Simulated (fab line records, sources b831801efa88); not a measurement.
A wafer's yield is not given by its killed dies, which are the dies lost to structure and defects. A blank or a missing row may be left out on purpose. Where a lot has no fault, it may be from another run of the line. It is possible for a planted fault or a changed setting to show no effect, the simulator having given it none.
fab line records + flow sky130
record:
- lots: 5
- wafers: 15
- last_day: 50
route steps=708 shown DNWELL@37 PWDE@45 PAD_OPEN@708
lots that met no fault: taken from a fault-free run of the same line
start_h: the number of hours between the record's first day and the start of the first shown wafer of the lot + wait_h: how many hours have passed since the lot's step before this one + " as in the row above + L1.1+2: several wafers, shown together as one row + - no value present, or no start provided + * or withheld: withheld + < > ~ a bound
route shown NAME@n: NAME is a module with steps in the file, n the number in the route of the first one + usual: average and standard deviation across the fault-free wafers + same: alike in all rows + chamber/n: place in a boat + sites: the reading at each site + _std_site: their standard deviation + _edge_site: inner sites' mean taken away from outer sites' mean + radius_mm: how far each site lies from the wafer's centre + mask NAME#n: copy n + behind: tool/chamber where the wafer was last shaped + hold: why the lot was held/for how many hours/how that ended + device: names the non-switching transistor (n, p or np) + end of line: the route-end tests of the same wafers + a step without rows: its recipe alone + killed: dies lost to structure and defects at the first sort, not the wafer's yield + map: the dies of a wafer, with x for killed, . for not killed, _ for no die there
set.NAME: the run value of the setting; set.NAME@STEP: its run value at that earlier step + model.NAME: the simulator's own value behind a step, which no gauge read
lots seen at some steps along the route; tables by step, rows by wafer
services: a tool's chamber out of use, with start hour (start_h, from the record's first day; less than 0 if before it), hours out, and reason
== steps ==
step: SKY_DNWELL_COAT_02
recipe:
- spin_rpm: 2000
- resist_thk_nm: 3000
step: SKY_DNWELL_SOFTBAKE_03
recipe:
- temp_c: 110
- time_s: withheld
step: SKY_DNWELL_EXPOSE_04
recipe:
- mask_id: DNM
- na: 0.57
- target_cd_nm: 3000
- dose_mj: 222
step: SKY_DNWELL_PEB_05
recipe:
- temp_c: 115
- time_s: withheld
step: SKY_DNWELL_DEVELOP_06
recipe:
- wall_angle_deg: 90
- developer: TMAH
- develop_time_s: 60
- dev_temp_c: 23
step: SKY_DNWELL_IMPLANT_07
recipe:
- species: P
- energy_kev: withheld
- dose_cm2: withheld
- tilt_deg: withheld
step: SKY_DNWELL_STRIP_08
recipe:
- chemistry: O2/N2
- power_w: 1400
- pressure_mtorr: 1500
- platen_temp_c: withheld
- o2_flow_sccm: 3000
- n2_flow_sccm: 300
- overash_fraction: 0.5
usual:
- drypump_motor_current_A: 5.6/0.5
- oes_product_au: 0.722/0.0045
- strip_time_to_endpoint_s: 36.94/0.091
| lot.wafer | tool            | chamber | start_h | wait_h | drypump_motor_current_A | oes_product_au | rf_hours_counter_h | strip_time_to_endpoint_s |
|-----------|-----------------|---------|---------|--------|-------------------------|----------------|--------------------|--------------------------|
| L786.3    | plasma_asher-01 | 0       | 93.50   | 0.1    | 5.7                     | 0.725          | -                  | 36.97                    |
| L786.5    | "               | 0       | "       | "      | 5.7                     | 0.714          | -                  | 37.08                    |
| L786.6    | "               | 1       | "       | "      | 5.4                     | 0.718          | -                  | 36.92                    |
| L787.2    | plasma_asher-04 | 1       | 106.96  | 0.1    | 5.6                     | 0.721          | 44                 | 36.98                    |
| L787.3    | "               | 1       | "       | "      | 5.6                     | 0.723          | -                  | 36.94                    |
| L787.5    | "               | 1       | "       | "      | 5.6                     | 0.721          | -                  | 37.03                    |
| L794.2    | plasma_asher-04 | 1       | 137.81  | 0.1    | 5.6                     | 0.719          | 47                 | 37.04                    |
| L794.4    | "               | 0       | "       | "      | 5.0                     | 0.723          | -                  | 37.10                    |
| L794.6    | "               | 1       | "       | "      | 5.6                     | 0.723          | -                  | 36.98                    |
| L796.1    | plasma_asher-04 | 0       | 147.63  | 0.1    | 5.0                     | 0.713          | 48                 | 36.92                    |
| L796.4    | "               | 1       | "       | "      | 5.6                     | 0.719          | -                  | 36.97                    |
| L796.5    | "               | 0       | "       | "      | 5.0                     | 0.721          | -                  | 36.91                    |
| L800.3    | plasma_asher-04 | 1       | 170.27  | 0.1    | 5.6                     | 0.723          | -                  | 36.74                    |
| L800.5    | "               | 0       | "       | "      | 5.0                     | 0.726          | -                  | 36.81                    |
| L800.6    | "               | 1       | "       | "      | 5.6                     | 0.722          | -                  | 36.79                    |
step: SKY_DNWELL_TW_MEAS_09
usual:
- DNWELL_TW: 1124/9.7
| lot.wafer | tool          | chamber | start_h | wait_h | DNWELL_TW |
|-----------|---------------|---------|---------|--------|-----------|
| L786.3    | film_metro-01 | -       | 93.59   | 0.1    | 1107      |
| L786.5    | "             | -       | "       | "      | 1107      |
| L786.6    | "             | -       | "       | "      | 1109      |
| L787.2    | film_metro-01 | -       | 107.07  | 0.1    | 1102      |
| L787.3    | "             | -       | "       | "      | 1102      |
| L787.5    | "             | -       | "       | "      | 1101      |
| L794.2    | film_metro-03 | -       | 137.92  | 0.1    | 1132      |
| L794.4    | "             | -       | "       | "      | 1127      |
| L794.6    | "             | -       | "       | "      | 1133      |
| L796.1    | film_metro-03 | -       | 147.73  | 0.1    | 1124      |
| L796.4    | "             | -       | "       | "      | 1116      |
| L796.5    | "             | -       | "       | "      | 1120      |
| L800.3    | film_metro-04 | -       | 170.35  | 0.1    | 1133      |
| L800.5    | "             | -       | "       | "      | 1123      |
| L800.6    | "             | -       | "       | "      | 1128      |
step: SKY_PWDE_DEHYDRATE_00
recipe:
- temp_c: 200
- time_s: 60
step: SKY_PWDE_HMDS_01
recipe:
- prime_time_s: 60
- prime_temp_c: 119.1
step: SKY_PWDE_COAT_02
recipe:
- spin_rpm: 2000
- resist_thk_nm: 3000
step: SKY_PWDE_SOFTBAKE_03
recipe:
- temp_c: 110
- time_s: withheld
step: SKY_PWDE_EXPOSE_04
recipe:
- mask_id: PWDEM
- na: 0.6
- source_shape: conventional
- sigma_outer: 0.6
- polarization: unpolarized
- target_cd_nm: 840
- dose_mj: 214
| lot.wafer  | tool             | chamber | start_h | wait_h | mask       |
|------------|------------------|---------|---------|--------|------------|
| L786.3+5+6 | iline_stepper-02 | 0       | 101.16  | -      | PWDEM#0    |
| L787.2+3+5 | iline_stepper-02 | 0       | 115.98  | -      | PWDEM_R1#0 |
| L794.2+4+6 | iline_stepper-02 | 0       | 147.40  | -      | PWDEM#0    |
| L796.1+4+5 | iline_stepper-02 | 0       | 156.87  | -      | PWDEM#0    |
| L800.3+5+6 | iline_stepper-02 | 0       | 180.64  | -      | PWDEM#0    |
step: SKY_PWDE_PEB_05
recipe:
- temp_c: 115
- time_s: withheld
step: SKY_PAD_OPEN_PROBE_99
usual:
- killed_at_M0_to_M3: 44/6.6
- killed_at_M4_up: 3.0/2
- killed_at_contacts: 24/5.1
- killed_at_front_end: 15/4.1
- killed_at_other: 0.4/0.62
- killed_dies: 86/9.3
- killed_on_rim: 17/3.7
- killed_open: 46/6.8
- killed_short: 40/5.8
same:
- gross_dies: 492
- killed_at_back_side: 0
| lot.wafer | tool      | chamber | start_h | wait_h | hold                     | killed_at_M0_to_M3 | killed_at_M4_up | killed_at_contacts | killed_at_front_end | killed_at_other | killed_dies | killed_on_rim | killed_open | killed_short | model.etest.res_p_drift_20v.line_ohm_um | model.etest.res_p_drift_20v.width_nm |
|-----------|-----------|---------|---------|--------|--------------------------|--------------------|-----------------|--------------------|---------------------|-----------------|-------------|---------------|-------------|--------------|-----------------------------------------|--------------------------------------|
| L786.3    | prober-01 | -       | 1116.80 | 0.2    | -                        | 43                 | 1               | 26                 | 27                  | 0               | 97          | 13            | 47          | 50           | 1.122e+04                               | 824.1                                |
| L786.5    | prober-01 | -       | 1116.90 | 0.2    | -                        | 47                 | 3               | 36                 | 21                  | 0               | 107         | 16            | 69          | 38           | 1.119e+04                               | 833.1                                |
| L786.6    | prober-01 | -       | 1116.95 | 0.2    | -                        | 53                 | 0               | 32                 | 22                  | 1               | 108         | 17            | 56          | 52           | 1.152e+04                               | 832.9                                |
| L787.2    | prober-02 | -       | 1139.33 | 0.1    | await_dispo/1.3h/release | 52                 | 0               | 18                 | 56                  | 2               | 128         | 14            | 42          | 40           | 1.053e+04                               | 955.2                                |
| L787.3    | prober-02 | -       | 1139.38 | 0.2    | await_dispo/1.3h/release | 51                 | 5               | 27                 | 79                  | 0               | 162         | 28            | 53          | 51           | 1.07e+04                                | 950.8                                |
| L787.5    | prober-02 | -       | 1139.48 | 0.2    | await_dispo/1.3h/release | 42                 | 4               | 17                 | 63                  | 0               | 126         | 19            | 39          | 37           | 1.062e+04                               | 957.5                                |
| L794.2    | prober-01 | -       | 1159.92 | 0.1    | -                        | 42                 | 8               | 22                 | 9                   | 0               | 81          | 16            | 36          | 45           | 1.125e+04                               | 842.2                                |
| L794.4    | prober-01 | -       | 1160.02 | 0.2    | -                        | 36                 | 1               | 17                 | 18                  | 0               | 72          | 18            | 42          | 30           | 1.162e+04                               | 844.3                                |
| L794.6    | prober-01 | -       | 1160.12 | 0.2    | -                        | 33                 | 4               | 35                 | 10                  | 0               | 82          | 10            | 42          | 40           | 1.102e+04                               | 838.6                                |
| L796.1    | prober-01 | -       | 1169.38 | 0.1    | -                        | 41                 | 1               | 18                 | 20                  | 1               | 81          | 17            | 41          | 40           | 1.243e+04                               | 830                                  |
| L796.4    | prober-01 | -       | 1169.53 | 0.2    | -                        | 38                 | 1               | 31                 | 13                  | 1               | 84          | 20            | 52          | 32           | 1.16e+04                                | 829.7                                |
| L796.5    | prober-01 | -       | 1169.58 | 0.2    | -                        | 27                 | 3               | 28                 | 18                  | 1               | 77          | 19            | 40          | 37           | 1.215e+04                               | 830                                  |
| L800.3    | prober-02 | -       | 1188.11 | 0.2    | -                        | 42                 | 3               | 26                 | 5                   | 0               | 76          | 14            | 41          | 35           | 1.051e+04                               | 837.6                                |
| L800.5    | prober-02 | -       | 1188.21 | 0.2    | -                        | 33                 | 2               | 23                 | 19                  | 0               | 77          | 14            | 40          | 37           | 1.036e+04                               | 835.3                                |
| L800.6    | prober-02 | -       | 1188.26 | 0.2    | -                        | 46                 | 6               | 24                 | 13                  | 0               | 89          | 18            | 46          | 43           | 1.055e+04                               | 840.1                                |
killed by level:class
L786.3 CONTACT:geometric_particle:open=9 METAL2:geometric_particle:short=8 POLY_GATE:geometric_particle:short=7 LI_CONTACT:geometric_particle:open=7 METAL1:geometric_particle:short=7 POLY_GATE:geometric_particle:open=6 CONTACT:geometric_particle:short=6 VIA3:geometric_particle:open=6
L786.5 VIA1:geometric_particle:open=16 CONTACT:geometric_particle:open=13 LI_CONTACT:geometric_particle:open=10 POLY_GATE:geometric_particle:open=9 VIA2:geometric_particle:open=8 FIELD_ISO:geometric_particle:open=6 POLY_GATE:geometric_particle:short=5 CONTACT:geometric_particle:short=5
L786.6 VIA1:geometric_particle:open=12 METAL1:geometric_particle:short=11 VIA1:geometric_particle:short=11 CONTACT:geometric_particle:open=9 LI_CONTACT:geometric_particle:open=7 VIA2:geometric_particle:open=7 FIELD_ISO:geometric_particle:open=6 POLY_GATE:geometric_particle:open=5
L787.2 PWDE:area_expose=46 CONTACT:geometric_particle:open=9 METAL2:geometric_particle:short=9 VIA1:geometric_particle:short=8 VIA3:geometric_particle:open=8 VIA2:geometric_particle:open=7 VIA1:geometric_particle:open=6 LI_CONTACT:geometric_particle:open=4
L787.3 PWDE:area_expose=58 VIA1:geometric_particle:open=13 CONTACT:geometric_particle:open=10 POLY_GATE:geometric_particle:short=6 METAL2:geometric_particle:short=6 VIA2:geometric_particle:open=6 FIELD_ISO:geometric_particle:short=5 CONTACT:geometric_particle:short=5
L787.5 PWDE:area_expose=50 VIA2:geometric_particle:open=8 LI_CONTACT:geometric_particle:open=7 METAL2:geometric_particle:short=6 VIA1:geometric_particle:open=5 POLY_GATE:geometric_particle:open=5 CONTACT:geometric_particle:short=5 METAL1:geometric_particle:short=5
L794.2 VIA1:geometric_particle:open=8 VIA2:geometric_particle:open=8 METAL4:geometric_particle:short=7 CONTACT:geometric_particle:short=6 LI_CONTACT:geometric_particle:open=5 METAL1:geometric_particle:short=5 VIA3:geometric_particle:short=5 LI_CONTACT:geometric_particle:short=4
L794.4 FIELD_ISO:geometric_particle:open=8 VIA2:geometric_particle:open=8 CONTACT:geometric_particle:open=7 VIA3:geometric_particle:open=6 POLY_GATE:geometric_particle:short=5 VIA1:geometric_particle:short=4 VIA1:geometric_particle:open=4 VIA3:geometric_particle:short=4
L794.6 CONTACT:geometric_particle:short=11 CONTACT:geometric_particle:open=10 VIA2:geometric_particle:open=7 VIA3:geometric_particle:open=7 LI_CONTACT:geometric_particle:short=5 LI_CONTACT:geometric_particle:open=5 VIA1:geometric_particle:open=5 LOCAL_INTERCONNECT:geometric_particle:short=4
L796.1 LI_CONTACT:geometric_particle:open=7 VIA1:geometric_particle:open=7 FIELD_ISO:geometric_particle:short=6 VIA1:geometric_particle:short=6 METAL3:geometric_particle:short=6 CONTACT:geometric_particle:open=5 METAL1:geometric_particle:short=5 METAL2:geometric_particle:short=5
L796.4 LI_CONTACT:geometric_particle:open=11 CONTACT:geometric_particle:open=10 VIA1:geometric_particle:open=10 METAL2:geometric_particle:short=7 CONTACT:geometric_particle:short=4 VIA2:geometric_particle:open=4 VIA3:geometric_particle:open=4 FIELD_ISO:geometric_particle:open=3
L796.5 CONTACT:geometric_particle:open=11 LI_CONTACT:geometric_particle:open=7 METAL1:geometric_particle:short=6 VIA1:geometric_particle:open=6 LOCAL_INTERCONNECT:geometric_particle:short=5 FIELD_ISO:geometric_particle:open=4 FIELD_ISO:geometric_particle:short=4 VIA1:geometric_particle:short=4
L800.3 LI_CONTACT:geometric_particle:open=9 CONTACT:geometric_particle:short=9 METAL2:geometric_particle:short=8 VIA1:geometric_particle:open=7 VIA2:geometric_particle:open=7 CONTACT:geometric_particle:open=6 VIA3:geometric_particle:open=6 METAL3:geometric_particle:short=4
L800.5 CONTACT:geometric_particle:open=12 POLY_GATE:geometric_particle:short=9 VIA1:geometric_particle:open=9 VIA2:geometric_particle:open=7 METAL1:geometric_particle:short=6 FIELD_ISO:geometric_particle:open=5 CONTACT:geometric_particle:short=5 LI_CONTACT:geometric_particle:short=4
L800.6 VIA1:geometric_particle:open=13 CONTACT:geometric_particle:open=7 LI_CONTACT:geometric_particle:open=7 METAL4:geometric_particle:short=6 FIELD_ISO:geometric_particle:short=5 METAL1:geometric_particle:short=5 VIA2:geometric_particle:open=5 LOCAL_INTERCONNECT:geometric_particle:short=4
map L787.3 (x killed, . not)
__________..x..x.x.._________
________...x...xx....._______
______...x......x......._____
_____.x...xx..xx...x..xx.____
____.x..xx................___
___.x......................__
__xxx......xxx.xxxx.....xxx._
_.x.x.x...xx.xxx...xx....x...
_..x..xx.x....xxx.x...x.x....
_......x....xx....x........x.
_x......x...x.xxx.xx.xx....x.
_.......x.xxx.x.xx.x..x..x.xx
_..x..x..x..xxx.x.xxxxx......
_.x..x...x.xxxx.x.xx.x.......
_x.....x.x.x..xxx...xx.x...x.
__xx....xx.x.x..xxx.xx.x..x._
___x....xx...x.xxx...x.....__
____.xx....x..x.xx..x.....___
_____....x.......x..x.x.x____
______.xx...x...x......._____
________.x...xx..xx..x_______
__________..xx.x...._________
map L796.4 (x killed, . not)
__________...x.xx..._________
________x.......x..x.._______
______....x........x..xx_____
_____.x..........x..x.x..____
____x....x....x.x.........___
___.....................x.x__
__.......x.......x....x....._
_........x.x.x....x...x......
_..x...x..........x.......x..
_....................x..xx.x.
_x...x.x....x..x.x...x.......
_x...xx..x.....x...x....xx...
_.................x..........
_xx...x..x..........xx.x.....
_xx.............x..x.....x...
__......xx..x.........x....._
___.......x.x....x....x....__
____.x....x...............___
_____.x..................____
______.......x.xx..x...x_____
________x.x...x...x..._______
__________.........._________
== services ==
| tool             | chamber | start_h | hours | kind        |
|------------------|---------|---------|-------|-------------|
| iline_stepper-02 | 0       | 69.68   | -     | calibration |
| iline_stepper-02 | -       | 85.87   | 1.7   | pm          |
| plasma_asher-01  | -       | 108.75  | 9.0   | pm          |
| plasma_asher-01  | 0       | 108.75  | 9.0   | vent_cycle  |
| plasma_asher-01  | 1       | 108.75  | 9.0   | vent_cycle  |
| plasma_asher-01  | 0       | 117.75  | -     | clean       |
| plasma_asher-01  | 1       | 117.75  | -     | clean       |
| plasma_asher-04  | -       | 132.39  | 3.3   | repair      |
| plasma_asher-01  | -       | 165.10  | 2.6   | repair      |
== key ==
first_sign:
- step: SKY_PWDE_EXPOSE_04
- reading: mask
- direction: changed
effect:
- step: SKY_PAD_OPEN_PROBE_99
- reading: killed_at_front_end
- direction: up
- sigmas: 13
- usual: 15
- struck: 66
model_effect:
- step: SKY_PAD_OPEN_PROBE_99
- value: etest.res_p_drift_20v.line_ohm_um
- without: 1.223e+04
- struck: 1.062e+04
more_kills_born_at:
- SKY_PWDE_EXPOSE_04@iline_stepper-02: 154
met_at SKY_PWDE_EXPOSE_04
struck_wafers L787.2,L787.3,L787.5
tester_left_out L787
onset_between 101.16 115.98
fault:
- kind: wrong_mask
- tool: any
- chamber: -
- onset_h: 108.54
- steps: SKY_PWDE_EXPOSE_04
- aux_copy: PWDEM_R1#0
- cd_offset_nm: 126
- scope: struck_lots_only
tester_left_out: of these lots the tester's yield and bins aren't shown, on N5 and GAA mostly nor the transistor test; their killed dies are dies lost to structure and defects alone, not to doping, threshold or leakage, so they don't give the yield
